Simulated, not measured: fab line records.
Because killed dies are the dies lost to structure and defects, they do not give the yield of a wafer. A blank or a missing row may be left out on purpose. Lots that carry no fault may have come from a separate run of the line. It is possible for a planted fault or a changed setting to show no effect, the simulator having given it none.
fab line records	flow sfqLine
record lots=6	wafers=18	lastDay=83
route steps=325 shown I1@80 M2@88
lots with no fault: from the same line, run without faults
startH: hours from the record's first day to the start of the lot's first wafer shown	waitH: hours from the lot's prior step to this one	" repeats the value in the row above	L1.1+2: a row that stands for several wafers	- either no value or no given start	* or withheld: withheld	< > ~ a bound
route shown NAME@n: names a module that has steps shown in the file, with the first one's number in the route	usual: mean and standard deviation over wafers with no fault	same: alike in all rows	chamber/n: place in a boat	sites: readings site by site	_std_site: the standard deviation of these	_edge_site: the outer-site mean with the inner-site mean subtracted	radiusMm: how far each site lies from the wafer's centre	mask NAME#n: copy n	behind: the last tool/chamber to shape the wafer	hold: why the lot was held/for how many hours/how that ended	device: names the non-switching transistor (n, p or np)	end of line: at the end of the route, the tests of the same wafers	where a step has no rows: the recipe by itself	killed: dies that structure and defects cost at the first sort, which is not the same as the wafer's yield	map: shows each die of a wafer: x if killed, . if not, _ if none is there
set.NAME: the setting as run; set.NAME@STEP: as run at that earlier step	model.NAME: the simulator's own value behind a step, which no gauge read
a table for each step, a row for each wafer; lots at some steps of the route
services: a tool's chamber out of use, with start hour (startH, from the record's first day; less than 0 if before it), hours out, and reason
## steps
# step SFQ_TRILAYER_I1_VIA_LITHO_EXPOSE_050
# recipe maskId=I1	na=0.6	sourceShape=conventional	sigmaOuter=0.65	targetCdNm=500	doseMj=21.3
# step SFQ_TRILAYER_I1_VIA_LITHO_PEB_052
# recipe pebTempC=115	pebTimeS=60	resist=KrF
# step SFQ_TRILAYER_I1_VIA_LITHO_DEVELOP_051
# recipe timeS=60	resist=KrF
# step SFQ_I1_OVL_MEAS_913
# usual I1_OVL=0/5.1
lot.wafer	tool	chamber	startH	waitH	I1_OVL[nm]
L661.3	overlay-02	-	589.51	0.1	-3
L661.4	"	-	"	"	-11
L661.6	"	-	"	"	-4
L663.2	overlay-02	-	612.97	0.1	-4
L663.3	"	-	"	"	-11
L663.4	"	-	"	"	-11
L665.1	overlay-02	-	628.51	0.1	-1
L665.3	"	-	"	"	1
L665.4	"	-	"	"	-9
L670.3	overlay-01	-	675.15	0.1	7
L670.4	"	-	"	"	3
L670.6	"	-	"	"	8
L679.1	overlay-01	-	797.90	0.1	-3
L679.3	"	-	"	"	-2
L679.5	"	-	"	"	-2
L680.2	overlay-01	-	799.11	0.1	0
L680.4	"	-	"	"	7
L680.6	"	-	"	"	0
# step SFQ_TRILAYER_I1_VIA_BARC_OPEN_VIA_ETCH_071
# recipe maskMaterial=PR	chemistry=O2	targetDepthNm=125	target=BARC	sourceW=500	biasW=80	pressureMtorr=30	timeS=41.7
# usual chamberPressureMTorr=30.001/0.027	drypumpMotorCurrentA=5.6/0.4	oesProductAu=0.685/0.0047	rfFwdPowerW=494.6/2.7
lot.wafer	tool	chamber	startH	waitH	chamberPressureMTorr	drypumpMotorCurrentA	oesProductAu	rfFwdPowerW	rfHoursCounterH
L661.3	rieDiel-04	1	589.54	0.0	29.982	6.0	0.688	497.9	10
L661.4	"	3	"	"	30.005	5.6	0.683	495.5	2
L661.6	"	1	"	"	30.021	6.0	0.691	496.4	-
L663.2	rieDiel-02	1	613.00	0.0	30.017	5.1	0.678	491.7	49
L663.3	"	0	"	"	29.978	5.7	0.688	498.3	5
L663.4	"	3	"	"	30.025	6.0	0.687	492.5	15
L665.1	rieDiel-04	2	628.55	0.0	30.003	6.0	0.686	493.5	36
L665.3	"	3	"	"	29.988	5.6	0.681	497.3	2
L665.4	"	1	"	"	29.989	6.0	0.680	494.3	11
L670.3	rieDiel-01	2	675.20	0.0	30.030	6.0	0.681	494.4	-
L670.4	"	3	"	"	29.963	5.9	0.687	497.0	-
L670.6	"	3	"	"	29.984	5.9	0.696	495.1	-
L679.1	rieDiel-02	2	797.94	0.0	30.030	5.0	0.679	491.2	1
L679.3	"	3	"	"	29.987	6.0	0.688	492.0	18
L679.5	"	3	"	"	30.028	6.0	0.684	492.2	-
L680.2	rieDiel-01	3	799.14	0.0	30.067	6.0	0.680	493.7	28
L680.4	"	2	"	"	30.027	6.0	0.685	496.5	5
L680.6	"	2	"	"	30.017	6.0	0.684	497.3	-
# step SFQ_TRILAYER_I1_VIA_ETCH_VIA_ETCH_052
# recipe target=SiO2	stopOn=Nb	maskMaterial=PR	taperDeg=20	chemistry=CHF3	targetDepthNm=260	sourceW=500	biasW=80	pressureMtorr=30	timeS=withheld
# usual chamberPressureMTorr=30.001/0.027	drypumpMotorCurrentA=5.6/0.4	oesProductAu=0.854/0.0055	rfFwdPowerW=498.2/1.6
lot.wafer	tool	chamber	startH	waitH	chamberPressureMTorr	drypumpMotorCurrentA	oesProductAu	rfFwdPowerW
L661.3	rieDiel-04	1	589.58	0.0	30.049	6.0	0.861	498.8
L661.4	"	3	"	"	30.028	5.6	0.846	497.8
L661.6	"	1	"	"	29.995	6.0	0.858	501.2
L663.2	rieDiel-02	1	613.04	0.0	30.038	5.1	0.857	499.6
L663.3	"	0	"	"	30.022	5.7	0.857	501.1
L663.4	"	3	"	"	29.986	6.0	0.858	495.1
L665.1	rieDiel-04	2	628.59	0.0	30.004	6.1	0.857	501.7
L665.3	"	3	"	"	29.995	5.6	0.865	497.8
L665.4	"	1	"	"	29.985	6.0	0.852	500.5
L670.3	rieDiel-01	2	675.29	0.1	30.054	6.0	0.849	499.9
L670.4	"	3	"	"	29.949	5.9	0.852	499.5
L670.6	"	3	"	"	30.032	5.9	0.849	495.9
L679.1	rieDiel-02	2	797.98	0.0	29.985	5.0	0.861	496.7
L679.3	"	3	"	"	30.027	6.0	0.849	501.1
L679.5	"	3	"	"	30.015	6.0	0.855	498.2
L680.2	rieDiel-01	3	799.18	0.0	29.994	5.9	0.856	498.5
L680.4	"	2	"	"	30.024	6.0	0.848	498.6
L680.6	"	2	"	"	29.991	6.0	0.856	499.4
# step SFQ_TRILAYER_I1_VIA_STRIP_STRIP_053
# recipe gas=O2	powerW=200	platenTempC=40	overashFraction=0.65	chemistry=O2	pressureMtorr=50
# usual chamberPressureMTorr=50.00/0.047	drypumpMotorCurrentA=5.6/0.36	heBacksideLeakSccm=3.39/0.27	oesProductAu=0.993/0.013
# same overashFraction=0.65
lot.wafer	tool	chamber	startH	waitH	chamberPressureMTorr	drypumpMotorCurrentA	heBacksideLeakSccm	oesProductAu	rfHoursCounterH
L661.3	rieMetal-01	1	590.09	-	49.98	6.1	3.80	1.003	-
L661.4	"	1	"	"	50.00	6.1	3.52	0.993	-
L661.6	"	1	"	"	50.05	6.1	3.79	0.987	-
L663.2	rieMetal-02	0	613.15	-	49.92	5.6	3.70	0.999	67
L663.3	"	1	"	"	50.00	5.9	3.35	0.994	-
L663.4	"	0	"	"	50.04	5.6	3.46	0.990	-
L665.1	rieMetal-01	0	628.70	-	50.06	5.3	3.30	0.979	3
L665.3	"	1	"	"	50.00	6.1	3.72	0.991	-
L665.4	"	0	"	"	49.98	5.3	3.12	0.988	-
L670.3	rieMetal-01	1	675.60	-	50.01	6.1	3.83	0.996	-
L670.4	"	0	"	"	50.01	5.4	3.30	0.969	-
L670.6	"	0	"	"	49.89	5.4	3.15	0.970	-
L679.1	rieMetal-02	1	798.09	-	49.96	5.9	3.16	0.981	111
L679.3	"	0	"	"	49.93	5.7	3.83	0.996	-
L679.5	"	1	"	"	49.96	5.9	3.42	0.980	-
L680.2	rieMetal-03	1	799.29	-	49.94	5.7	3.03	0.985	75
L680.4	"	0	"	"	49.98	5.0	3.52	1.016	-
L680.6	"	0	"	"	49.96	5.0	3.40	1.017	-
# step SFQ_TRILAYER_I1_VIA_STRIP_SOLV_CLEAN_054
# recipe chemistry=NMP	tempC=70	timeS=600
# step SFQ_TRILAYER_M2_DEP_PRE_CLEAN_056
# recipe gas=Ar	timeS=22.5	biasV=250
# step SFQ_TRILAYER_M2_DEP_SPUTTER_055
# recipe material=Nb	basePressurePa=1.33e-06	chamberPressurePa=0.1333	substrateTempC=20	resputterCathodeVoltageV=400	targetThkNm=200	powerW=2000	timeS=133.3
# usual resputterCathodeVoltageV=400/4	throttleValvePct=29.8/1.4
lot.wafer	tool	chamber	startH	waitH	resputterCathodeVoltageV	throttleValvePct
L661.3	pvdSputter-05	-	591.09	0.0	401	30.6
L661.4	"	-	"	"	400	28.3
L661.6	"	-	"	"	404	32.1
L663.2	pvdSputter-05	-	613.96	0.0	398	31.8
L663.3	"	-	"	"	401	31.0
L663.4	"	-	"	"	400	30.4
L665.1	pvdSputter-04	-	629.50	0.0	405	28.2
L665.3	"	-	"	"	400	31.1
L665.4	"	-	"	"	398	31.0
L670.3	pvdSputter-05	-	676.38	0.0	401	31.9
L670.4	"	-	"	"	392	31.0
L670.6	"	-	"	"	403	28.3
L679.1	pvdSputter-06	-	798.91	0.0	400	30.7
L679.3	"	-	"	"	408	30.4
L679.5	"	-	"	"	399	29.4
L680.2	pvdSputter-04	-	800.09	0.0	395	27.6
L680.4	"	-	"	"	399	31.4
L680.6	"	-	"	"	403	27.9
# step SFQ_M2_RS_MEAS_914
# recipe thkMeasGauge=four-point-probe	reads=Nb_of_TRILAYER_M2_DEP_SPUTTER_055
# usual M2_NB_RS=0.887/0.011
lot.wafer	tool	chamber	startH	waitH	M2_NB_RS[ohm/sq]
L661.3	filmMetro-02	-	591.22	0.1	0.867
L661.4	"	-	"	"	0.881
L661.6	"	-	"	"	0.884
L663.2	filmMetro-01	-	614.08	0.1	0.903
L663.3	"	-	"	"	0.884
L663.4	"	-	"	"	0.899
L665.1	filmMetro-02	-	629.59	0.0	0.881
L665.3	"	-	"	"	0.889
L665.4	"	-	"	"	0.888
L670.3	filmMetro-03	-	676.51	0.1	0.885
L670.4	"	-	"	"	0.861
L670.6	"	-	"	"	0.881
L679.1	filmMetro-02	-	799.00	0.0	0.873
L679.3	"	-	"	"	0.871
L679.5	"	-	"	"	0.882
L680.2	filmMetro-02	-	800.20	0.1	0.896
L680.4	"	-	"	"	0.901
L680.6	"	-	"	"	0.891
# step SFQ_TRILAYER_M2_LITHO_COAT_062
# recipe resist=BARC	spinRpm=3000	resistThkNm=62
# usual dispensePressureKPa=50/3	exhaustPa=45.1/1	spinSpeedRpm=3000.3/1.8
lot.wafer	tool	chamber	startH	waitH	dispensePressureKPa	exhaustPa	spinSpeedRpm	model.BARC_of_TRILAYER_M2_LITHO_COAT_062.thkNm
L661.3	lithoTrack-01	0	591.46	0.1	47	45.1	3000.3	62.22
L661.4	"	0	"	"	47	45.1	2999.7	62.1
L661.6	"	0	"	"	47	45.8	2999.5	62.23
L663.2	lithoTrack-03	0	614.29	0.1	53	45.6	3001.0	61.85
L663.3	"	0	"	"	53	45.0	2999.1	61.7
L663.4	"	0	"	"	53	44.9	3002.3	61.78
L665.1	lithoTrack-03	0	629.77	0.1	53	44.6	2997.8	61.72
L665.3	"	0	"	"	53	43.4	2998.7	61.8
L665.4	"	0	"	"	53	43.1	2999.1	61.64
L670.3	lithoTrack-01	0	676.75	0.1	47	42.9	3001.8	61.79
L670.4	"	0	"	"	47	45.2	2998.5	61.89
L670.6	"	0	"	"	47	43.8	2998.8	61.85
L679.1	lithoTrack-03	0	799.18	0.1	53	44.4	3189.7	59.79
L679.3	"	0	"	"	53	46.8	3189.6	60
L679.5	"	0	"	"	53	44.3	3187.6	60.16
L680.2	lithoTrack-03	0	800.41	0.1	53	45.2	3190.5	60.16
L680.4	"	0	"	"	53	44.2	3189.1	60.09
L680.6	"	0	"	"	53	45.9	3190.2	60.06
# step SFQ_TRILAYER_M2_LITHO_COAT_057
# recipe resist=KrF	spinRpm=3000	resistThkNm=600
# step SFQ_TRILAYER_M2_LITHO_SOFTBAKE_061
# recipe tempC=withheld	timeS=withheld	resist=KrF
# step SFQ_TRILAYER_M2_LITHO_EXPOSE_058
# recipe maskId=M2	na=0.6	sourceShape=conventional	sigmaOuter=0.65	targetCdNm=500	doseMj=14.4
# step SFQ_TRILAYER_M2_LITHO_PEB_060
# recipe pebTempC=115	pebTimeS=60	resist=KrF
# step SFQ_TRILAYER_M2_LITHO_DEVELOP_059
# recipe timeS=60	resist=KrF
# step SFQ_M2_OVL_MEAS_916
# usual M2_OVL=-3/5
lot.wafer	tool	chamber	startH	waitH	M2_OVL[nm]
L661.3	overlay-01	-	749.04	0.1	-2
L661.4	"	-	"	"	-9
L661.6	"	-	"	"	-10
L663.2	overlay-02	-	770.76	0.1	-10
L663.3	"	-	"	"	-4
L663.4	"	-	"	"	-8
L665.1	overlay-01	-	786.35	0.1	0
L665.3	"	-	"	"	-3
L665.4	"	-	"	"	4
L670.3	overlay-01	-	831.89	0.1	2
L670.4	"	-	"	"	5
L670.6	"	-	"	"	-2
L679.1	overlay-01	-	934.24	0.1	4
L679.3	"	-	"	"	0
L679.5	"	-	"	"	-1
L680.2	overlay-01	-	936.65	0.1	-9
L680.4	"	-	"	"	-11
L680.6	"	-	"	"	-6
# step SFQ_TRILAYER_M2_BARC_OPEN_METAL_ETCH_077
# recipe maskMaterial=PR	chemistry=O2	targetDepthNm=125	target=BARC	icpW=600	biasW=80	pressureMtorr=10	timeS=41.7
# usual chamberPressureMTorr=10.000/0.0092	drypumpMotorCurrentA=5.63/0.28	heBacksideLeakSccm=3.5/0.43	oesProductAu=0.685/0.0051	rfFwdPowerW=593/3.1
lot.wafer	tool	chamber	startH	waitH	chamberPressureMTorr	drypumpMotorCurrentA	heBacksideLeakSccm	oesProductAu	rfFwdPowerW	rfHoursCounterH	model.etch.depthNm
L661.3	rieMetal-01	1	749.08	0.0	10.004	6.10	3.9	0.692	592	-	62.22
L661.4	"	0	"	"	10.012	5.35	3.2	0.688	595	-	62.1
L661.6	"	1	"	"	10.011	6.10	3.5	0.689	594	-	62.23
L663.2	rieMetal-04	1	770.79	0.0	9.985	5.18	3.8	0.682	590	99	61.85
L663.3	"	1	"	"	9.998	5.17	3.6	0.680	591	-	61.7
L663.4	"	0	"	"	10.012	5.50	3.8	0.680	595	-	61.78
L665.1	rieMetal-04	0	786.39	0.0	9.989	5.53	3.6	0.693	594	89	61.72
L665.3	"	1	"	"	10.005	5.20	3.5	0.686	595	-	61.8
L665.4	"	0	"	"	10.006	5.50	3.6	0.692	595	-	61.64
L670.3	rieMetal-02	0	831.93	0.0	10.004	5.63	3.4	0.683	589	-	61.79
L670.4	"	1	"	"	10.011	5.88	3.1	0.685	592	-	61.89
L670.6	"	1	"	"	9.997	5.88	3.2	0.690	593	-	61.85
L679.1	rieMetal-02	1	934.28	0.0	10.003	5.87	3.2	0.667	590	133	59.79
L679.3	"	1	"	"	9.995	5.89	3.3	0.668	592	-	60
L679.5	"	1	"	"	9.987	5.90	3.3	0.674	593	-	60.16
L680.2	rieMetal-04	0	936.68	0.0	10.006	5.51	3.8	0.682	596	113	60.16
L680.4	"	0	"	"	9.970	5.51	4.0	0.681	594	-	60.09
L680.6	"	1	"	"	10.011	5.20	3.6	0.668	594	-	60.06
# step SFQ_TRILAYER_M2_ETCH_METAL_ETCH_060
# recipe target=Nb	stopOn=SiO2	maskMaterial=PR	chemistry=Cl2/Ar	targetDepthNm=240	icpW=600	biasW=80	pressureMtorr=10	timeS=120
# usual chamberPressureMTorr=9.999/0.0086	drypumpMotorCurrentA=5.63/0.28	heBacksideLeakSccm=3.5/0.36	oesProductAu=0.896/0.0079	rfFwdPowerW=596.8/2.2
lot.wafer	tool	chamber	startH	waitH	chamberPressureMTorr	drypumpMotorCurrentA	heBacksideLeakSccm	oesProductAu	rfFwdPowerW	rfHoursCounterH
L661.3	rieMetal-01	1	749.16	0.1	10.002	6.08	3.7	0.919	597.1	-
L661.4	"	0	"	"	10.001	5.35	3.3	0.903	598.3	-
L661.6	"	1	"	"	10.003	6.07	3.5	0.895	596.3	-
L663.2	rieMetal-04	1	770.85	0.0	9.984	5.20	3.5	0.884	596.8	100
L663.3	"	1	"	"	10.014	5.20	3.5	0.890	597.6	-
L663.4	"	0	"	"	9.998	5.54	3.7	0.891	600.9	-
L665.1	rieMetal-04	0	786.45	0.0	10.011	5.51	3.6	0.902	597.0	89
L665.3	"	1	"	"	10.012	5.20	3.7	0.897	592.4	-
L665.4	"	0	"	"	10.005	5.49	3.6	0.889	598.6	-
L670.3	rieMetal-02	0	832.02	0.1	9.987	5.64	3.6	0.904	596.9	-
L670.4	"	1	"	"	10.011	5.89	3.1	0.909	599.2	-
L670.6	"	1	"	"	9.990	5.88	3.1	0.898	596.6	-
L679.1	rieMetal-02	1	934.34	0.0	9.998	5.91	3.3	0.900	598.9	133
L679.3	"	1	"	"	9.997	5.90	3.3	0.911	598.1	-
L679.5	"	1	"	"	9.996	5.91	3.4	0.903	598.5	-
L680.2	rieMetal-04	0	936.74	0.0	9.991	5.51	3.7	0.884	596.7	113
L680.4	"	0	"	"	10.015	5.54	3.8	0.882	597.3	-
L680.6	"	1	"	"	10.003	5.19	3.9	0.896	595.2	-
## services
tool	chamber	startH	hours	kind
rieMetal-01	-	572.97	0.3	repair
rieMetal-02	-	578.29	0.3	repair
rieDiel-01	-	606.65	1.0	repair
rieDiel-01	-	607.66	14.6	pm
rieMetal-01	-	619.49	1.4	pm
rieDiel-01	-	622.26	28.1	pm
rieDiel-04	-	641.39	5.3	repair
rieDiel-02	3	646.29	1.5	repair
rieMetal-01	-	647.45	2.8	pm
rieDiel-01	2	663.64	7.9	repair
rieDiel-01	1	668.14	3.9	repair
rieDiel-01	0	669.93	17.1	repair
rieDiel-01	1	673.19	6.4	repair
rieDiel-02	1	687.82	18.4	repair
rieDiel-02	-	699.24	14.6	pm
rieDiel-01	0	703.03	15.7	repair
rieDiel-01	1	717.36	2.7	repair
rieDiel-02	2	724.10	4.6	repair
rieDiel-01	1	756.14	7.2	repair
rieDiel-01	1	763.43	4.1	repair
rieMetal-04	0	813.21	3.3	repair
rieMetal-04	-	832.00	0.2	repair
rieMetal-04	-	858.27	1.4	pm
rieMetal-02	0	928.80	2.4	repair
## key
firstSign step=SFQ_TRILAYER_M2_LITHO_COAT_062	reading=spinSpeedRpm	direction=up	sigmas=99+	usual=3000.3	struck=3189.4
effect none on later readings
modelEffect step=SFQ_TRILAYER_M2_LITHO_COAT_062	value=BARC_of_TRILAYER_M2_LITHO_COAT_062.thkNm	without=61.93	struck=60.04
modelEffect step=SFQ_TRILAYER_M2_BARC_OPEN_METAL_ETCH_077	value=etch.depthNm	without=61.93	struck=60.04
metAt SFQ_TRILAYER_M2_LITHO_COAT_062
struckWafers L679.1,L679.3,L679.5,L680.2,L680.4,L680.6
onsetBetween 629.77 799.18
fault kind=processParameterDrift	tool=lithoTrack-03	chamber=-	onsetH=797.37	steps=SFQ_TRILAYER_M2_LITHO_COAT_062	channel=spinRpm	offset=191.06	shape=step	endH=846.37	actsIn=theseRecipesOnly	stated=3000
